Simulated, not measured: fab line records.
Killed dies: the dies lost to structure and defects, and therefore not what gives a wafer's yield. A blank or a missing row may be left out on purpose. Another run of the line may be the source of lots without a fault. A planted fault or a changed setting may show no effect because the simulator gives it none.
A lot that was struck, set against a sound lot :: flow gf180mcu :: 19 out of 602 route steps
Sound: these wafers, L622.4, L622.5, L622.6. Struck: wafers L629.2, L629.5, L629.6. Last of all comes the cause.
For every step that has rows: the tool of each side, followed by ch and its chambers, followed by its first start. Under that, the readings that differ: sound wafers :: struck wafers :: difference of the means :: sigmas: that difference in standard deviations of wafers without a fault.
alike: a reading whose means differ by less than 2 such deviations, as well as words and numbers matching on both sides. not compared: withheld readings; readings where some wafer has no value; bounds like >300 that might hide an equal value; numbers whose values overlap and for which the record gives no deviation.
The two part at a step that has a row with sigmas, a row that says differs or no value, or rows on one side only. Non-overlapping numbers with no deviation appear without sigmas and do not part them. A reading missing from all wafers of one side parts the sides only when that side holds two or more wafers.

GF_V2_CMP_26: polishes, stops on SiO2, t overpolish 15 s, target thk 0 nm.
  sound on cmp-02 ch 0,3, day 23 20:37; struck on cmp-02 ch 0,2,3, day 25 22:29
  alike: motor_current_A, overpolish_run_s, platen_rpm, time_to_endpoint_s
GF_M3_SPUTTER_00: material Ti, target thk 37.5 nm, time 150 s.
  sound: pvd_sputter-01 at day 23 20:52; struck: pvd_sputter-04 at day 25 22:41
  alike: chamber_pressure_pa, throttle_valve_pct
then, 1 step without rows for these wafers: GF_M3_SPUTTER_01 (material TiN, target thk 30 nm, time 25 s).
GF_M3_SPUTTER_02: material AlCu, target thk 450 nm, time 23.9 s.
  sound: pvd_sputter-01 at day 23 21:00; struck: pvd_sputter-04 at day 25 22:49
  alike: chamber_pressure_pa, throttle_valve_pct
then, 1 step without rows for these wafers: GF_M3_SPUTTER_03 (material Ti, target thk 10 nm, time 6.7 s).
GF_M3_SPUTTER_04: material TiN, target thk 50 nm, time 41.7 s.
  sound: pvd_sputter-01 at day 23 21:03; struck: pvd_sputter-04 at day 25 22:52
  alike: chamber_pressure_pa, throttle_valve_pct
GF_M3_RS_MEAS_05: the measuring method here is four-point-probe.
  sound: film_metro-04 at day 23 21:10; struck: film_metro-01 at day 25 22:56
  alike: M3_ALCU_RS
GF_M3_THK_MEAS_06: measures by xrf.
  sound: film_metro-04 at day 23 21:15; struck: film_metro-01 at day 25 23:02
  alike: M3_ALCU_THK
then, 4 steps without rows for these wafers: GF_M3_DEHYDRATE_07 (time 60 s); GF_M3_HMDS_08 (prime time 60 s); GF_M3_COAT_09 (resist thk 1000 nm); GF_M3_SOFTBAKE_10 (time 57.8 s).
GF_M3_EXPOSE_11: exposes mask Metal3, target cd 280 nm.
  sound on krf_scanner-01 ch 0, day 24 08:25; struck on krf_scanner-02 ch 0, day 26 09:50
  alike: mask
then, 2 steps without rows for these wafers: GF_M3_PEB_12 (peb time 90 s); GF_M3_DEVELOP_13 (develop time 60 s).
GF_M3_CD_MEAS_14: target cd 280 nm.
  sound: cd_sem-02 at day 24 19:08; struck: cd_sem-02 at day 26 19:53
reading: cd_nm (nm)
sound: 278.8 279.5 279.3
struck: 211.2 216.8 238.8
difference: -56.9
sigmas: -44
GF_M3_OVL_MEAS_15:
  sound: overlay-02 at day 24 19:13; struck: overlay-02 at day 26 19:59
  alike: M3_OVL
GF_M3_METAL_ETCH_16: etches the open film in Cl2/BCl3, stops on SiO2, target depth 627.5 nm, time 104.6 s.
  sound on rie_metal-04 ch 0,1, day 24 19:16; struck on rie_metal-04 ch 0,1, day 26 20:01
reading: model.M3.cd_nm (nm)
sound: 282.2 281.8 281.1
struck: 212.5 217.4 241.7
difference: -57.8
sigmas: 
  alike: drypump_motor_current_A, oes_product_au, throttle_valve_pct
  not compared: rf_hours_counter_h
GF_M3_STRIP_17: strips in O2/N2.
  sound on plasma_asher-02 ch 0,1, day 24 19:23; struck on plasma_asher-04 ch 0,1, day 26 20:08
  alike: drypump_motor_current_A, heater_power_w, oes_product_au, strip_time_to_endpoint_s
  not compared: rf_hours_counter_h

== WHERE THEY PART ==
At GF_M3_CD_MEAS_14 and nowhere else, as far as this record goes. Later steps at which nothing parts them and some readings are alike: GF_M3_OVL_MEAS_15, GF_M3_METAL_ETCH_16, GF_M3_STRIP_17.

WHY: the cause the simulator had injected
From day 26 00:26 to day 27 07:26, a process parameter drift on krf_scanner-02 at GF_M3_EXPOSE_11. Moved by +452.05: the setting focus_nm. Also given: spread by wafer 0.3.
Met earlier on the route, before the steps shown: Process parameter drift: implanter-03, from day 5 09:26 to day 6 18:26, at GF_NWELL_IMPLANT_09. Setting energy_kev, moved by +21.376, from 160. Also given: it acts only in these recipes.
